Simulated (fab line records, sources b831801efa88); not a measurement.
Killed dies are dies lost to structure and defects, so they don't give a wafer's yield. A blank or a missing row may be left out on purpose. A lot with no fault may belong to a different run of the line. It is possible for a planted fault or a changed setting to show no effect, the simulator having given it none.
fab line records + flow sky130
record
- lots=7
- wafers=21
- last-day=50
route steps=708 shown POLY_GATE@234 LDD_N@237 PAD_OPEN@708
lots with no fault: from the same line, run without faults
start-h: hours from the record's opening day to when the first of the lot's shown wafers began + wait-h: how many hours have passed since the lot's step before this one + " same as the row above + L1.1+2: several wafers, shown together as one row + - value missing, or start not given + * or withheld: withheld + < > ~ a bound
route shown NAME@n: a module of which the file shows steps, and the number in the route of the first + usual: mean and standard deviation over wafers with no fault + same: alike in all rows + chamber/n: place in a boat + sites: each site's reading + _std_site: their standard deviation + _edge_site: outer sites' mean less inner sites' + radius-mm: for every site, how far away it sits from the centre of the wafer + mask NAME#n: copy n + behind: the last tool/chamber to shape the wafer + hold: why the lot went on hold/how many hours it stayed there/how the hold came to an end + device: whichever transistor did not switch (one of n, p or np) + end of line: the tests these same wafers got at the end of their route + for a step that has no rows: nothing shown but its recipe + killed: dies lost to structure and defects at the first sort, not the wafer's yield + map: per-die view of a wafer (x killed, . not killed, _ where there is no die)
set.NAME: the setting as run; set.NAME@STEP: as run at that earlier step + model.NAME: the simulator's own value behind a step, which no gauge read
certain route steps with their lots: each step a table, each wafer a row
services: a tool's chamber out of use, with start hour (start-h, from the record's first day; less than 0 if before it), hours out, and reason
## steps
# step SKY_POLY_GATE_OXIDATION_20
# recipe
- temp-c=850
- ambient=O2
- stabilise-s=600
- purge-s=300
- target-thk-a=40
- ox-time-s=899
# step SKY_POLY_GATE_THK_MEAS_21
# recipe
- reads=SiO2_of_POLY_GATE_OXIDATION_20
# usual
- POLY_GATE_OXIDATION_THK=3.97/0.069
| lot.wafer | tool          | chamber | start-h | wait-h | POLY_GATE_OXIDATION_THK[nm] |
|-----------|---------------|---------|---------|--------|-----------------------------|
| L494.1    | film-metro-03 | -       | 411.34  | 0.0    | 4.04                        |
| L494.3    | "             | -       | "       | "      | 3.96                        |
| L494.6    | "             | -       | "       | "      | 4.05                        |
| L500.1    | film-metro-04 | -       | 454.99  | 0.0    | 3.98                        |
| L500.2    | "             | -       | "       | "      | 4.02                        |
| L500.4    | "             | -       | "       | "      | 3.99                        |
| L507.2    | film-metro-04 | -       | 514.10  | 0.0    | 3.95                        |
| L507.4    | "             | -       | "       | "      | 3.88                        |
| L507.6    | "             | -       | "       | "      | 3.89                        |
| L508.3    | film-metro-03 | -       | 526.18  | 0.0    | 4.04                        |
| L508.4    | "             | -       | "       | "      | 4.03                        |
| L508.5    | "             | -       | "       | "      | 4.03                        |
| L509.2    | film-metro-03 | -       | 529.75  | 0.0    | 3.86                        |
| L509.3    | "             | -       | "       | "      | 3.99                        |
| L509.5    | "             | -       | "       | "      | 3.93                        |
| L512.1    | film-metro-03 | -       | 550.08  | 0.0    | 4.01                        |
| L512.3    | "             | -       | "       | "      | 4.04                        |
| L512.4    | "             | -       | "       | "      | 3.97                        |
| L514.2    | film-metro-03 | -       | 572.20  | 0.0    | 3.90                        |
| L514.3    | "             | -       | "       | "      | 3.91                        |
| L514.4    | "             | -       | "       | "      | 3.94                        |
# step SKY_POLY_GATE_CD_MEAS_22
# usual
- cd-nm=150.7/1.7
| lot.wafer | tool      | chamber | start-h | wait-h | cd-nm |
|-----------|-----------|---------|---------|--------|-------|
| L494.1    | cd-sem-01 | -       | 411.40  | 0.1    | 152.5 |
| L494.3    | "         | -       | "       | "      | 150.6 |
| L494.6    | "         | -       | "       | "      | 152.2 |
| L500.1    | cd-sem-02 | -       | 455.05  | 0.1    | 151.2 |
| L500.2    | "         | -       | "       | "      | 150.7 |
| L500.4    | "         | -       | "       | "      | 150.4 |
| L507.2    | cd-sem-01 | -       | 514.18  | 0.1    | 150.1 |
| L507.4    | "         | -       | "       | "      | 150.7 |
| L507.6    | "         | -       | "       | "      | 150.8 |
| L508.3    | cd-sem-01 | -       | 526.28  | 0.1    | 148.1 |
| L508.4    | "         | -       | "       | "      | 147.4 |
| L508.5    | "         | -       | "       | "      | 150.2 |
| L509.2    | cd-sem-01 | -       | 529.83  | 0.1    | 153.3 |
| L509.3    | "         | -       | "       | "      | 151.6 |
| L509.5    | "         | -       | "       | "      | 155.6 |
| L512.1    | cd-sem-01 | -       | 550.14  | 0.1    | 154.0 |
| L512.3    | "         | -       | "       | "      | 152.2 |
| L512.4    | "         | -       | "       | "      | 151.6 |
| L514.2    | cd-sem-02 | -       | 572.40  | 0.2    | 152.9 |
| L514.3    | "         | -       | "       | "      | 151.7 |
| L514.4    | "         | -       | "       | "      | 149.7 |
# step SKY_LDD_N_DEHYDRATE_00
# recipe
- temp-c=200
- time-s=60
# step SKY_LDD_N_HMDS_01
# recipe
- prime-time-s=60
- prime-temp-c=120
# step SKY_LDD_N_COAT_02
# recipe
- resist=NOVOLAK
- spin-rpm=3000
- resist-thk-nm=300
# step SKY_LDD_N_SOFTBAKE_03
# recipe
- temp-c=90
- time-s=60
- resist=NOVOLAK
# step SKY_LDD_N_EXPOSE_04
# recipe
- mask-id=NTM
- target-cd-nm=840
- na=0.6
- source-shape=conventional
- sigma-outer=0.6
- dose-mj=110
# step SKY_LDD_N_PEB_05
# recipe
- temp-c=withheld
- time-s=*
- resist=NOVOLAK
# step SKY_LDD_N_DEVELOP_06
# recipe
- develop-time-s=60
- dev-temp-c=23
# step SKY_LDD_N_OVL_MEAS_07
# usual
- LDD_N_OVL=-0.1/1.3
| lot.wafer | tool       | chamber | start-h | wait-h | LDD_N_OVL[nm] |
|-----------|------------|---------|---------|--------|---------------|
| L494.1    | overlay-01 | -       | 442.00  | 0.1    | 0.7           |
| L494.3    | "          | -       | "       | "      | 0.3           |
| L494.6    | "          | -       | "       | "      | 0.6           |
| L500.1    | overlay-01 | -       | 486.28  | 0.1    | 0.2           |
| L500.2    | "          | -       | "       | "      | 1.1           |
| L500.4    | "          | -       | "       | "      | 0.6           |
| L507.2    | overlay-01 | -       | 544.02  | 0.1    | -1.9          |
| L507.4    | "          | -       | "       | "      | -2.6          |
| L507.6    | "          | -       | "       | "      | -0.8          |
| L508.3    | overlay-02 | -       | 556.69  | 0.1    | 0.4           |
| L508.4    | "          | -       | "       | "      | 0.9           |
| L508.5    | "          | -       | "       | "      | 0.0           |
| L509.2    | overlay-01 | -       | 559.37  | 0.1    | 0.2           |
| L509.3    | "          | -       | "       | "      | -0.1          |
| L509.5    | "          | -       | "       | "      | 0.8           |
| L512.1    | overlay-02 | -       | 579.48  | 0.1    | -1.5          |
| L512.3    | "          | -       | "       | "      | 0.5           |
| L512.4    | "          | -       | "       | "      | -0.7          |
| L514.2    | overlay-01 | -       | 602.16  | 0.1    | -4.2          |
| L514.3    | "          | -       | "       | "      | 0.8           |
| L514.4    | "          | -       | "       | "      | 0.5           |
# step SKY_LDD_N_IMPLANT_08
# recipe
- species=As
- energy-kev=20
- dose-cm2=7.5e+13
- tilt-deg=withheld
- rotation-deg=23
# step SKY_LDD_N_IMPLANT_09
# recipe
- species=As
- energy-kev=20
- dose-cm2=7.5e+13
- tilt-deg=withheld
- rotation-deg=113
# usual
- dose-ions-cm2=7.501e+13/7.4e+10
- faraday-current-uA=421/8.8
| lot.wafer | tool         | chamber | start-h | wait-h | dose-ions-cm2 | faraday-current-uA |
|-----------|--------------|---------|---------|--------|---------------|--------------------|
| L494.1    | implanter-02 | 0       | 442.19  | 0.1    | 7.506e+13     | 436                |
| L494.3    | "            | 0       | "       | "      | 7.518e+13     | 429                |
| L494.6    | "            | 0       | "       | "      | 7.505e+13     | 432                |
| L500.1    | implanter-03 | 0       | 486.47  | 0.1    | 7.51e+13      | 420                |
| L500.2    | "            | 0       | "       | "      | 7.517e+13     | 417                |
| L500.4    | "            | 0       | "       | "      | 7.493e+13     | 423                |
| L507.2    | implanter-03 | 0       | 544.22  | 0.1    | 6.665e+13     | 372                |
| L507.4    | "            | 0       | "       | "      | 6.672e+13     | 360                |
| L507.6    | "            | 0       | "       | "      | 6.664e+13     | 379                |
| L508.3    | implanter-03 | 0       | 556.92  | 0.1    | 6.671e+13     | 386                |
| L508.4    | "            | 0       | "       | "      | 6.665e+13     | 370                |
| L508.5    | "            | 0       | "       | "      | 6.666e+13     | 370                |
| L509.2    | implanter-03 | 0       | 559.57  | 0.1    | 6.658e+13     | 375                |
| L509.3    | "            | 0       | "       | "      | 6.662e+13     | 356                |
| L509.5    | "            | 0       | "       | "      | 6.66e+13      | 373                |
| L512.1    | implanter-01 | 0       | 579.67  | 0.1    | 7.496e+13     | 416                |
| L512.3    | "            | 0       | "       | "      | 7.505e+13     | 429                |
| L512.4    | "            | 0       | "       | "      | 7.512e+13     | 410                |
| L514.2    | implanter-01 | 0       | 602.36  | 0.1    | 7.494e+13     | 429                |
| L514.3    | "            | 0       | "       | "      | 7.495e+13     | 425                |
| L514.4    | "            | 0       | "       | "      | 7.488e+13     | 419                |
# step SKY_LDD_N_IMPLANT_10
# recipe
- species=As
- energy-kev=20
- dose-cm2=7.5e+13
- tilt-deg=withheld
- rotation-deg=203
# step SKY_PAD_OPEN_PROBE_99
# usual
- killed_at_M0_to_M3=43/6.9
- killed_at_M4_up=3.1/1.8
- killed-at-contacts=24/5.1
- killed-at-front-end=15/4.8
- killed-at-other=0.3/0.48
- killed-dies=86/8.9
- killed-open=47/6.8
- killed-short=39/6.3
# same
- gross-dies=492
- killed-at-back-side=0
| lot.wafer | tool      | chamber | start-h | wait-h | killed_at_M0_to_M3 | killed_at_M4_up | killed-at-contacts | killed-at-front-end | killed-at-other | killed-dies | killed-open | killed-short | model.etest.tip-n.rs-ohm-sq |
|-----------|-----------|---------|---------|--------|--------------------|-----------------|--------------------|---------------------|-----------------|-------------|-------------|--------------|-----------------------------|
| L500.1    | prober-01 | -       | 1128.22 | 0.1    | 29                 | 2               | 23                 | 20                  | 0               | 74          | 36          | 38           | 440.8                       |
| L500.2    | prober-01 | -       | 1128.27 | 0.1    | 46                 | 7               | 15                 | 19                  | 0               | 87          | 44          | 43           | 440.8                       |
| L500.4    | prober-01 | -       | 1128.37 | 0.2    | 43                 | 2               | 22                 | 15                  | 0               | 82          | 44          | 38           | 439.9                       |
| L507.2    | prober-02 | -       | 1169.10 | 0.1    | 58                 | 4               | 27                 | 13                  | 0               | 102         | 57          | 45           | 451                         |
| L507.4    | prober-02 | -       | 1169.20 | 0.2    | 43                 | 5               | 16                 | 15                  | 0               | 79          | 42          | 37           | 448.9                       |
| L507.6    | prober-02 | -       | 1169.30 | 0.2    | 33                 | 3               | 32                 | 27                  | 0               | 95          | 52          | 43           | 448.2                       |
| L508.3    | prober-01 | -       | 1173.95 | 0.2    | 52                 | 8               | 24                 | 16                  | 0               | 100         | 47          | 53           | 453.2                       |
| L508.4    | prober-01 | -       | 1174.00 | 0.2    | 40                 | 5               | 18                 | 26                  | 0               | 89          | 50          | 37           | 452.5                       |
| L508.5    | prober-01 | -       | 1174.05 | 0.2    | 39                 | 5               | 26                 | 12                  | 0               | 82          | 47          | 35           | 450.9                       |
| L509.2    | prober-02 | -       | 1176.32 | 0.1    | 42                 | 4               | 24                 | 12                  | 0               | 82          | 41          | 41           | 447.1                       |
| L509.3    | prober-02 | -       | 1176.37 | 0.2    | 43                 | 1               | 30                 | 8                   | 0               | 82          | 45          | 36           | 443.4                       |
| L509.5    | prober-02 | -       | 1176.47 | 0.2    | 46                 | 3               | 25                 | 7                   | 1               | 82          | 46          | 35           | 444.4                       |
| L514.2    | prober-01 | -       | 1197.95 | 0.1    | 49                 | 1               | 26                 | 18                  | 0               | 94          | 44          | 50           | 442.9                       |
| L514.3    | prober-01 | -       | 1198.00 | 0.2    | 50                 | 3               | 18                 | 18                  | 0               | 89          | 47          | 42           | 444                         |
| L514.4    | prober-01 | -       | 1198.05 | 0.2    | 35                 | 5               | 25                 | 17                  | 0               | 82          | 42          | 39           | 443.6                       |
# killed by level:class
L500.1 VIA1:geometric-particle:open=8 CONTACT:geometric-particle:open=7 LI_CONTACT:geometric-particle:open=6 FIELD_ISO:geometric-particle:open=5 POLY_GATE:geometric-particle:short=5 CONTACT:geometric-particle:short=5 FIELD_ISO:geometric-particle:short=4 POLY_GATE:geometric-particle:open=4
L500.2 VIA3:geometric-particle:open=9 CONTACT:geometric-particle:open=7 FIELD_ISO:geometric-particle:open=6 VIA1:geometric-particle:short=6 METAL2:geometric-particle:short=6 VIA1:geometric-particle:open=6 POLY_GATE:geometric-particle:short=4 METAL1:geometric-particle:short=4
L500.4 VIA1:geometric-particle:open=10 LI_CONTACT:geometric-particle:open=9 VIA3:geometric-particle:open=9 FIELD_ISO:geometric-particle:short=5 FIELD_ISO:geometric-particle:open=4 LI_CONTACT:geometric-particle:short=4 METAL2:geometric-particle:short=4 CONTACT:geometric-particle:open=4
L507.2 VIA1:geometric-particle:open=16 CONTACT:geometric-particle:open=9 METAL3:geometric-particle:short=8 METAL1:geometric-particle:short=7 VIA2:geometric-particle:open=7 METAL2:geometric-particle:short=6 VIA3:geometric-particle:open=5 LI_CONTACT:geometric-particle:open=5
L507.4 VIA3:geometric-particle:open=8 VIA2:geometric-particle:open=7 CONTACT:geometric-particle:open=6 LI_CONTACT:geometric-particle:open=5 VIA1:geometric-particle:open=5 POLY_GATE:geometric-particle:open=4 VIA2:geometric-particle:short=4 POLY_GATE:geometric-particle:short=4
L507.6 VIA2:geometric-particle:open=11 LI_CONTACT:geometric-particle:open=9 CONTACT:geometric-particle:short=9 POLY_GATE:geometric-particle:open=7 CONTACT:geometric-particle:open=6 FIELD_ISO:geometric-particle:open=5 POLY_GATE:geometric-particle:short=5 LOCAL_INTERCONNECT:geometric-particle:short=5
L508.3 VIA1:geometric-particle:open=13 METAL2:geometric-particle:short=12 CONTACT:geometric-particle:open=8 POLY_GATE:geometric-particle:short=6 LOCAL_INTERCONNECT:geometric-particle:short=6 VIA3:geometric-particle:open=6 FIELD_ISO:geometric-particle:short=5 CONTACT:geometric-particle:short=5
L508.4 FIELD_ISO:geometric-particle:short=10 VIA1:geometric-particle:open=9 FIELD_ISO:geometric-particle:open=8 VIA3:geometric-particle:open=8 CONTACT:geometric-particle:open=7 LI_CONTACT:geometric-particle:open=7 VIA2:geometric-particle:open=5 POLY_GATE:geometric-particle:short=4
L508.5 CONTACT:geometric-particle:open=16 VIA1:geometric-particle:open=11 VIA2:geometric-particle:open=7 POLY_GATE:geometric-particle:short=4 CONTACT:geometric-particle:short=4 VIA1:geometric-particle:short=4 VIA3:geometric-particle:short=4 FIELD_ISO:geometric-particle:short=3
L509.2 CONTACT:geometric-particle:open=9 VIA1:geometric-particle:open=7 VIA1:geometric-particle:short=7 VIA2:geometric-particle:open=7 METAL1:geometric-particle:short=6 LI_CONTACT:geometric-particle:open=5 CONTACT:geometric-particle:short=4 VIA3:geometric-particle:short=4
L509.3 VIA1:geometric-particle:open=11 CONTACT:geometric-particle:open=10 CONTACT:geometric-particle:short=7 LI_CONTACT:geometric-particle:open=6 VIA1:geometric-particle:short=6 VIA3:geometric-particle:open=4 LI_CONTACT:geometric-particle:short=4 METAL2:geometric-particle:open=4
L509.5 CONTACT:geometric-particle:open=12 VIA1:geometric-particle:open=9 VIA1:geometric-particle:short=8 VIA2:geometric-particle:open=5 LI_CONTACT:geometric-particle:open=4 METAL3:geometric-particle:short=4 VIA3:geometric-particle:open=4 POLY_GATE:geometric-particle:open=3
L514.2 METAL2:geometric-particle:short=11 VIA1:geometric-particle:open=8 LOCAL_INTERCONNECT:geometric-particle:short=7 METAL1:geometric-particle:short=6 CONTACT:geometric-particle:open=6 CONTACT:geometric-particle:short=5 VIA2:geometric-particle:open=5 VIA3:geometric-particle:open=5
L514.3 VIA1:geometric-particle:open=10 CONTACT:geometric-particle:open=8 METAL2:geometric-particle:short=8 METAL1:geometric-particle:short=7 METAL3:geometric-particle:short=6 FIELD_ISO:geometric-particle:open=5 VIA3:geometric-particle:open=5 VIA2:geometric-particle:open=5
L514.4 VIA1:geometric-particle:open=9 LI_CONTACT:geometric-particle:open=8 METAL2:geometric-particle:short=7 FIELD_ISO:geometric-particle:short=6 POLY_GATE:geometric-particle:short=6 CONTACT:geometric-particle:open=6 VIA2:geometric-particle:open=6 VIA3:geometric-particle:open=5
## services
| tool         | chamber | start-h | hours | kind   |
|--------------|---------|---------|-------|--------|
| implanter-03 | -       | 448.23  | 2.5   | repair |
| implanter-03 | -       | 489.25  | 5.9   | repair |
| implanter-02 | -       | 529.13  | 3.2   | pm     |
| implanter-03 | -       | 539.53  | 0.6   | repair |
| implanter-01 | -       | 598.18  | 2.0   | repair |
## key
first-sign
- step=SKY_LDD_N_IMPLANT_09
- reading=dose-ions-cm2
- direction=down
- sigmas=99+
- usual=*
- struck=*
effect
- step=SKY_LDD_N_IMPLANT_09
- reading=faraday-current-uA
- direction=down
- sigmas=5.7
- usual=421
- struck=371
model-effect
- step=SKY_PAD_OPEN_PROBE_99
- value=etest.tip-n.rs-ohm-sq
- without=440.8
- struck=448.9
met-at SKY_LDD_N_IMPLANT_09
struck-wafers L507.2,L507.4,L507.6,L508.3,L508.4,L508.5,L509.2,L509.3,L509.5
tester-left-out L507,L508,L509
onset-between 486.47 544.22
fault
- kind=process-parameter-drift
- tool=implanter-03
- chamber=-
- onset-h=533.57
- steps=SKY_LDD_N_IMPLANT_09
- channel=dose-cm2
- offset=*
- shape=step
- end-h=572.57
- acts-in=*
- stated=*
# tester-left-out: of these lots the tester's yield and bins aren't shown, on N5 and GAA mostly nor the transistor test; their killed dies are dies lost to structure and defects alone, not to doping, threshold or leakage, so they don't give the yield
